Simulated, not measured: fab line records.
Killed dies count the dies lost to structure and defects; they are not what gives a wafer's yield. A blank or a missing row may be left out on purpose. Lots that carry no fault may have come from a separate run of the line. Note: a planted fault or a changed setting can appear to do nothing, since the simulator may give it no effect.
Commonality check across tools + flow sky130 + 12 lots, 36 wafers sampled

== THE REASON FOR OPENING IT ==
SKY_LDD_LDN_TW_MEAS_13, reading LDD_LDN_TW: flagged on 2 of 12 lots. Fault-free wafers read 1477, with a standard deviation of 6.9.
Rule: a lot gets a flag if all its wafers with a number sit over 4 standard deviations from that mean, or if no wafer of it has a number. The rest of the lots are taken to be sound.

| lot  | measured     | on            | LDD_LDN_TW, wafer by wafer | flag    |
|------|--------------|---------------|----------------------------|---------|
| L794 | day 23 06:53 | film_metro-04 | 1483 1481 1482             |         |
| L795 | day 23 09:46 | film_metro-01 | 1486 1483 1484             |         |
| L796 | day 23 21:18 | film_metro-03 | 1478 1479 1472             |         |
| L797 | day 23 21:43 | film_metro-04 | 1489 1484 1482             |         |
| L799 | day 24 18:49 | film_metro-04 | 1488 1473 1483             |         |
| L801 | day 25 08:25 | film_metro-03 | 1469 1476 1468             |         |
| L800 | day 25 08:55 | film_metro-01 | 1477 1479 1469             |         |
| L809 | day 28 07:47 | film_metro-04 | 1425 1427 1421             | FLAGGED |
| L813 | day 29 04:45 | film_metro-01 | 1480 1489 1476             |         |
| L812 | day 29 06:00 | film_metro-01 | 1434 1441 1438             | FLAGGED |
| L814 | day 29 17:18 | film_metro-01 | 1491 1489 1488             |         |
| L815 | day 30 09:57 | film_metro-04 | 1476 1478 1473             |         |
The numbers of the flagged lots are 1431 on average: -46 against the usual, or -7 standard deviations.

== LOT BY LOT: THE TOOL USED ==
Before the reading, the record contains 2 process steps out of a 708-step route. In each cell: the tool, then ch and the chambers that the sampled wafers went through, then the start.
| lot  | flag    | SKY_FIELD_ISO_ETCH_15             | SKY_LDD_LDN_IMPLANT_08          |
|------|---------|-----------------------------------|---------------------------------|
| L794 |         | rie_diel-03 ch 1,2, day 2 03:47   | implanter-01 ch 0, day 23 06:13 |
| L795 |         | rie_diel-03 ch 0,2, day 2 10:14   | implanter-03 ch 0, day 23 09:04 |
| L796 |         | rie_diel-02 ch 0,1,3, day 2 14:17 | implanter-01 ch 0, day 23 20:36 |
| L797 |         | rie_diel-03 ch 0,1,3, day 2 19:59 | implanter-03 ch 0, day 23 21:02 |
| L799 |         | rie_diel-02 ch 0,1,3, day 3 06:38 | implanter-02 ch 0, day 24 18:07 |
| L801 |         | rie_diel-03 ch 1,3, day 3 16:44   | implanter-01 ch 0, day 25 07:43 |
| L800 |         | rie_diel-01 ch 0,1,3, day 3 12:53 | implanter-02 ch 0, day 25 08:13 |
| L809 | FLAGGED | rie_diel-02 ch 0,2, day 5 11:08   | implanter-02 ch 0, day 28 07:05 |
| L813 |         | rie_diel-03 ch 1,3, day 6 07:29   | implanter-01 ch 0, day 29 04:03 |
| L812 | FLAGGED | rie_diel-02 ch 0,1,3, day 6 04:29 | implanter-02 ch 0, day 29 05:18 |
| L814 |         | rie_diel-01 ch 0,1,3, day 6 13:44 | implanter-01 ch 0, day 29 16:36 |
| L815 |         | rie_diel-02 ch 2,3, day 6 18:14   | implanter-03 ch 0, day 30 09:15 |
What the steps here do:
- SKY_FIELD_ISO_ETCH_15: etches the open film in CHF3/O2, stops on Si, target depth 180 nm, time 72 s.
- SKY_LDD_LDN_IMPLANT_08
- SKY_LDD_LDN_TW_MEAS_13

== FLAGGED OVER TOTAL, TOOL BY TOOL (the gauges that took the reading come last) ==
| step                   | tool          | lots run | flagged | share of the flagged lots | sound lots run after its first flagged lot |
|------------------------|---------------|----------|---------|---------------------------|--------------------------------------------|
| SKY_FIELD_ISO_ETCH_15  | rie_diel-01   | 2        | 0       | none                      | -                                          |
| SKY_FIELD_ISO_ETCH_15  | rie_diel-02   | 5        | 2       | all                       | 1 (L815)                                   |
| SKY_FIELD_ISO_ETCH_15  | rie_diel-03   | 5        | 0       | none                      | -                                          |
| SKY_LDD_LDN_IMPLANT_08 | implanter-01  | 5        | 0       | none                      | -                                          |
| SKY_LDD_LDN_IMPLANT_08 | implanter-02  | 4        | 2       | all                       | 0                                          |
| SKY_LDD_LDN_IMPLANT_08 | implanter-03  | 3        | 0       | none                      | -                                          |
| SKY_LDD_LDN_TW_MEAS_13 | film_metro-01 | 5        | 1       | some                      | 1 (L814)                                   |
| SKY_LDD_LDN_TW_MEAS_13 | film_metro-03 | 2        | 0       | none                      | -                                          |
| SKY_LDD_LDN_TW_MEAS_13 | film_metro-04 | 5        | 1       | some                      | 1 (L815)                                   |

== WHAT THE TABLE ALLOWS ==
Table rows that saw every flagged lot: 2, namely rie_diel-02 at SKY_FIELD_ISO_ETCH_15 and implanter-02 at SKY_LDD_LDN_IMPLANT_08.
- rie_diel-02 at SKY_FIELD_ISO_ETCH_15: 2 of its 5 lots flagged. Sound lots followed the first flagged one (L815) on it, something a lasting fault affecting the whole tool could not allow.
- implanter-02 at SKY_LDD_LDN_IMPLANT_08: 2 of its 4 lots flagged. Its last sound lot is L800 (day 25 08:13), its first flagged lot L809 (day 28 07:05): a fault that began between those two fits. Its own readings lie more than 4 standard deviations out on every wafer of the flagged lots: dose_ions_cm2, faraday_current_uA.
One tool is left: implanter-02 at SKY_LDD_LDN_IMPLANT_08.

== WHAT THE SIMULATOR HAD PUT IN ==
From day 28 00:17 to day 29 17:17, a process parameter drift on implanter-02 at SKY_LDD_LDN_IMPLANT_08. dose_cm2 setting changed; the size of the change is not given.
Shown lots that were struck: L809, L812. The same result came from the rule above.
